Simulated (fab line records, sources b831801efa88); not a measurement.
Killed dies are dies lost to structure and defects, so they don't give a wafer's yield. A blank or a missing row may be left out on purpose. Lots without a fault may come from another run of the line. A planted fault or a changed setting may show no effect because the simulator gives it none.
A struck lot beside a sound one | flow sky130 | 44 steps out of a route of 708
Sound: wafers L422.1, L422.5, L422.6. Struck: wafer L429.3. (L429.6 of the same lot was not struck and is left out.) The cause comes at the end.
At each step with rows: each side's tool, then ch and its chambers, then its first start. Under that, the readings that differ: sound wafers | struck wafers | difference of the means | sigmas: that difference in standard deviations of wafers without a fault.
alike: readings whose means differ by less than 2 such deviations, and words and numbers that are the same on both sides. not compared: withheld readings, readings that some wafer has no value for, bounds like >300 that may hide the same value, and numbers for which the record gives no deviation and whose values overlap.
The two part at a step that has a row with sigmas, a row that says differs or no value, or rows on one side only. Numbers that don't overlap but have no deviation are shown without sigmas and don't part them. A reading that every wafer of one side lacks parts them only if that side has two wafers or more.

first, 2 steps without rows for these wafers: SKY_VIA2_SPUTTER_20 (material TiN, target thk 20 nm, time 80 s); SKY_VIA2_CVD_21 (deposits W, target thk 420 nm, time 126.4 s).
SKY_VIA2_RS_MEAS_22: measures by four-point-probe.
  sound on film_metro-04, day 36 14:56; struck on film_metro-01, day 38 23:43
  alike: VIA2_W_RS
SKY_VIA2_THK_MEAS_23: measures by xrf.
  sound on film_metro-04, day 36 15:03; struck on film_metro-01, day 38 23:49
  alike: VIA2_W_THK
SKY_VIA2_CMP_24: polishes, stops on SiO2, t overpolish 20 s, target thk 0 nm.
  sound on cmp-02 ch 2,3, day 36 15:07; struck on cmp-02 ch 0, day 38 23:57
  reading             | sound        | struck | difference | sigmas
  motor_current_A (A) | 7.8 10.0 7.3 | 11.9   | +3.5       | +3
  alike: edge_zone_pressure_frac, overpolish_run_s, time_to_endpoint_s
SKY_METAL3_SPUTTER_00: material Ti, target thk 15 nm, time 10 s.
  sound on pvd_sputter-04, day 36 15:25; struck on pvd_sputter-02, day 39 00:09
  alike: throttle_valve_pct
then, 1 step without rows for these wafers: SKY_METAL3_SPUTTER_01 (material TiN, target thk 20 nm, time 16.7 s).
SKY_METAL3_SPUTTER_02: material AlCu, target thk 735 nm, time 39.1 s.
  sound on pvd_sputter-04, day 36 15:28; struck on pvd_sputter-02, day 39 00:12
  alike: throttle_valve_pct
then, 2 steps without rows for these wafers: SKY_METAL3_SPUTTER_03 (material Ti, target thk 5 nm, time 3.3 s); SKY_METAL3_SPUTTER_04 (material TiN, target thk 70 nm, time 58.3 s).
SKY_CAPM_CVD_00: deposits SiO2, target thk 15.5 nm.
  sound on pecvd-01 ch 0,1,2, day 36 15:34; struck on pecvd-01 ch 0, day 39 00:18
  alike: heater_power_w, susceptor_temp_C
SKY_CAPM_THK_MEAS_01:
  sound on film_metro-03, day 36 15:35; struck on film_metro-02, day 39 00:20
  reading              | sound             | struck | difference | sigmas
  CAPM_CVD_00_THK (nm) | 15.40 15.84 15.74 | 15.26  | -0.40      | -2
SKY_CAPM_SPUTTER_02: material TiN, target thk 200 nm, time 166.7 s.
  sound on pvd_sputter-03, day 36 15:39; struck on pvd_sputter-03, day 39 00:23
  reading                                  | sound                | struck | difference | sigmas
  susceptor_temp_C (C)                     | 300.17 300.35 299.75 | 299.69 | -0.40      | -2
  model.TiN_of_CAPM_SPUTTER_02.thk_nm (nm) | 199.7 197.2 196.5    | 78.6   | -119.2     |
  alike: throttle_valve_pct
SKY_CAPM_RS_MEAS_03: measures by four-point-probe.
  sound on film_metro-04, day 36 15:46; struck on film_metro-03, day 39 00:32
  reading              | sound          | struck | difference | sigmas
  CAPM_TIN_RS (ohm/sq) | 6.94 7.03 7.05 | 18.23  | +11.22     | +99 or more
SKY_CAPM_THK_MEAS_04: measures by xrf.
  sound on film_metro-04, day 36 15:53; struck on film_metro-03, day 39 00:38
  reading           | sound             | struck | difference | sigmas
  CAPM_TIN_THK (nm) | 200.1 198.6 196.3 | 78.7   | -119.6     | -70
then, 7 steps without rows for these wafers: SKY_CAPM_DEHYDRATE_05 (time 60 s); SKY_CAPM_HMDS_06 (prime time 60 s); SKY_CAPM_COAT_07 (resist thk 1140 nm); SKY_CAPM_SOFTBAKE_08 (time 60 s); SKY_CAPM_EXPOSE_09 (exposes mask CAPM, target cd 1000 nm); SKY_CAPM_PEB_10; SKY_CAPM_DEVELOP_11 (develop time 60 s).
SKY_CAPM_OVL_MEAS_12:
  sound on overlay-02, day 37 17:04; struck on overlay-02, day 40 01:15
  alike: CAPM_OVL
SKY_CAPM_METAL_ETCH_13: etches TiN in Cl2/BCl3, stops on SiO2, target depth 220 nm, time 62.9 s.
  sound on rie_metal-03 ch 0,1, day 37 17:06; struck on rie_metal-03 ch 0, day 40 01:18
  reading                | sound                | struck | difference | sigmas
  oes_product_au (a.u.)  | 0.936 0.932 0.930    | 0.598  | -0.335     | -47
  throttle_valve_pct (%) | 21.894 21.907 21.907 | 22.116 | +0.213     | +22
  alike: drypump_motor_current_A
  not compared: rf_hours_counter_h
then, 12 steps without rows for these wafers: SKY_CAPM_STRIP_14 (strips in O2/N2); SKY_CAPM_STRIP_15 (strips in post etch residue remover, time 1200 s); SKY_CAPM_CLEAN_16 (cleans in IPA, time 180 s); SKY_CAPM_CLEAN_17 (cleans in O3/DIW); SKY_METAL3_DEHYDRATE_05 (time 60 s); SKY_METAL3_HMDS_06 (prime time 60 s); SKY_METAL3_COAT_07 (resist thk 60 nm); SKY_METAL3_COAT_08 (resist thk 1140 nm); SKY_METAL3_SOFTBAKE_09 (time 90 s); SKY_METAL3_EXPOSE_10 (exposes mask MM3, target cd 300 nm); SKY_METAL3_PEB_11; SKY_METAL3_DEVELOP_12 (develop time 60 s).
SKY_METAL3_CD_MEAS_13: target cd 300 nm.
  sound on cd_sem-02, day 38 18:56; struck on cd_sem-01, day 41 02:31
  alike: cd_nm
SKY_METAL3_OVL_MEAS_14:
  sound on overlay-02, day 38 19:03; struck on overlay-02, day 41 02:37
  alike: METAL3_OVL
then, 2 steps without rows for these wafers: SKY_METAL3_DESCUM_15 (chemistry O2, time 8 s); SKY_METAL3_ETCH_16 (etches BARC in N2/H2, stops on SiO2, time 88.2 s, target depth 60 nm).
SKY_METAL3_ETCH_17: etches SiO2 in C4F8/O2/Ar, stops on TiN, time 3.9 s, target depth 15 nm.
  sound on rie_diel-03 ch 0,1,2, day 38 19:13; struck on rie_diel-03 ch 0, day 41 02:54
  alike: oes_product_au
  not compared: rf_hours_counter_h
then, 1 step without rows for these wafers: SKY_METAL3_METAL_ETCH_18 (etches the open film in Cl2/BCl3, stops on SiO2, target depth 845 nm, time 183.1 s).
SKY_METAL3_STRIP_20: strips in post etch residue remover, time 1200 s.
  sound on wet_bench-01 ch 2, day 38 19:31; struck on wet_bench-04 ch 0, day 41 03:12
  reading                                  | sound             | struck | difference | sigmas
  bath_heat_duty_pct (%)                   | 14.3 14.8 12.6    | 17.7   | +3.8       | +3
  model.TiN_of_CAPM_SPUTTER_02.thk_nm (nm) | 198.9 196.4 195.7 | 77.77  | -119.23    |
  alike: bath_guard_temp_C
-- the record jumps here: 7 days lie between the struck wafers' starts before and after (it left off in module METAL3 and takes up again in module PAD_OPEN, whose first step shown is number 708 of the route) --
SKY_PAD_OPEN_PROBE_99:
  sound on prober-01, day 45 23:56; struck on prober-02, day 47 19:50
  reading                              | sound                | struck | difference | sigmas
  defect_limited_yield (%)             | 81.7 84.3 82.3       | 86.6   | +3.8       | +2
  killed_at_M0_to_M3                   | 54 41 49             | 25     | -23        | -3
  killed_at_M4_up                      | 1 2 2                | 6      | +4         | +3
  killed_dies                          | 90 77 87             | 66     | -19        | -2
  sort_n_pass                          | 402 415 405          | 426    | +19        | +2
  sort_yield_pct (%)                   | 81.7 84.3 82.3       | 86.6   | +3.8       | +2
  model.etest.cap_mim.plate_ohm_sq     | 6.015 6.12 6.069     | 15.28  | +9.21      |
  model.etest.cap_mim.bv_v (V)         | 13.64 14.27 14.21    | 10.32  | -3.72      |
  model.etest.cap_mim.leak_log10_a_cm2 | -8.809 -9.107 -8.883 | -7.428 | +1.505     |
  alike: killed_at_contacts, killed_at_front_end, killed_at_other, killed_open, killed_short, sort_bin_3_pad_short, sort_bin_5_function, sort_bin_6_memory

WHERE THEY PART
First at SKY_VIA2_CMP_24; last, within this record, at SKY_PAD_OPEN_PROBE_99.

WHY: what the simulator had put in
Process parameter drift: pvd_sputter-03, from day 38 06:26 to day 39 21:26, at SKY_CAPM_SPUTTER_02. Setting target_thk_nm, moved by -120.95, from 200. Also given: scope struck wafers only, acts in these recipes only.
